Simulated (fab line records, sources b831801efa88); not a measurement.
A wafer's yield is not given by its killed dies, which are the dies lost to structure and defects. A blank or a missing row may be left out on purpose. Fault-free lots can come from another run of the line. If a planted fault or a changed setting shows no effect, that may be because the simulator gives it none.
Matching of chambers + flow sky130 + SKY_VIA1_ETCH_15 on rieDiel-03: 4 sister chambers
The step etches SiO2 in C4F8/O2/Ar, stops on TiN, target depth 351 nm, time 54 s. 4 wafers are shown with their chamber, then 8 later ones without.

EACH WAFER AND ITS CHAMBER
| wafer  | chamber | oesProductAu (a.u.) |
|--------|---------|---------------------|
| L080.5 | 1       | 0.983               |
| L086.2 | 0       | 0.962               |
| L086.6 | 3       | 0.982               |
| L091.1 | 2       | 0.981               |

WAFERS WITHOUT THEIR CHAMBER
| wafer  | oesProductAu (a.u.) |
|--------|---------------------|
| L091.2 | 0.988               |
| L091.3 | 0.990               |
| L091.4 | 0.967               |
| L091.5 | 0.985               |
| L091.6 | 0.981               |
| L097.3 | 0.987               |
| L097.4 | 0.976               |
| L097.5 | 0.981               |

WHICH CHAMBER EACH WENT THROUGH
| wafer  | from the rows above          | in truth |
|--------|------------------------------|----------|
| L091.2 | can't be placed: 1 or 3 or 2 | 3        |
| L091.3 | can't be placed: 1 or 3 or 2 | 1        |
| L091.4 | 0                            | 0        |
| L091.5 | can't be placed: 1 or 3 or 2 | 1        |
| L091.6 | can't be placed: 2 or 3 or 1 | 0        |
| L097.3 | can't be placed: 1 or 3 or 2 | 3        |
| L097.4 | can't be placed: 2 or 3 or 1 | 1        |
| L097.5 | can't be placed: 2 or 3 or 1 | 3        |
1 of 8 placed correctly. Cannot be placed on the basis of these rows: 7; the candidates contain the true chamber in 6. Number placed wrongly: 0.
How it was worked out, from the rows above alone: a wafer's distance from a chamber is the root of the sum, over the readings, of the square of ((its reading less the chamber's mean) divided by the reading's scatter). The wafer belongs to the nearest chamber; if the next one is less than 2 further off, it can't be placed. The mean given for a chamber averages the wafers shown for that chamber. The scatter: root of mean squared gap, hidden wafer to nearest shown wafer, with one shown wafer a chamber.
